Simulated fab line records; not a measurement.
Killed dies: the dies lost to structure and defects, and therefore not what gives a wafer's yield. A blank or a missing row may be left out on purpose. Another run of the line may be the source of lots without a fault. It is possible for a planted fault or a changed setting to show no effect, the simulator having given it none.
Matching of chambers || flow gf180mcu || 4 sister chambers for GF_V2_CMP_04 on cmp-01
The step polishes SiO2. 4 wafers are shown with their chamber, then 8 later ones without.

== WAFERS, EACH WITH ITS CHAMBER ==
{"wafer": "L289.2", "chamber": 0, "motorCurrentA (A)": 12.5}
{"wafer": "L290.5", "chamber": 2, "motorCurrentA (A)": 10.7}
{"wafer": "L290.6", "chamber": 3, "motorCurrentA (A)": 12.4}
{"wafer": "L291.2", "chamber": 1, "motorCurrentA (A)": 9.3}

== WAFERS WITH NO CHAMBER GIVEN ==
{"wafer": "L291.4", "motorCurrentA (A)": 11.6}
{"wafer": "L291.6", "motorCurrentA (A)": 11.0}
{"wafer": "L297.3", "motorCurrentA (A)": 12.8}
{"wafer": "L297.4", "motorCurrentA (A)": 10.5}
{"wafer": "L297.6", "motorCurrentA (A)": 12.6}
{"wafer": "L303.1", "motorCurrentA (A)": 12.4}
{"wafer": "L303.5", "motorCurrentA (A)": 11.6}
{"wafer": "L303.6", "motorCurrentA (A)": 10.9}

== THE CHAMBER EACH PASSED THROUGH ==
{"wafer": "L291.4", "from the rows above": "can't be placed: 3 or 0 or 2", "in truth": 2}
{"wafer": "L291.6", "from the rows above": 2, "in truth": 2}
{"wafer": "L297.3", "from the rows above": "can't be placed: 0 or 3", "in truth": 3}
{"wafer": "L297.4", "from the rows above": 2, "in truth": 2}
{"wafer": "L297.6", "from the rows above": "can't be placed: 0 or 3", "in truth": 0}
{"wafer": "L303.1", "from the rows above": "can't be placed: 3 or 0", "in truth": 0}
{"wafer": "L303.5", "from the rows above": "can't be placed: 3 or 0 or 2", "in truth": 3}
{"wafer": "L303.6", "from the rows above": 2, "in truth": 2}
Correctly placed: 3 of 8. From these rows, 5 cannot be placed; in 5 the true chamber is one of the candidates. Number placed wrongly: 0.
How it was worked out, from the rows above alone: a wafer's distance from a chamber is the root of the sum, over the readings, of the square of ((its reading less the chamber's mean) divided by the reading's scatter). The wafer belongs to the nearest chamber; if the next one is less than 2 further off, it can't be placed. A chamber's mean is the mean of its shown wafers. The scatter (one wafer shown for each chamber): square how far every hidden wafer sits from the nearest shown wafer, average those squares and take the square root.
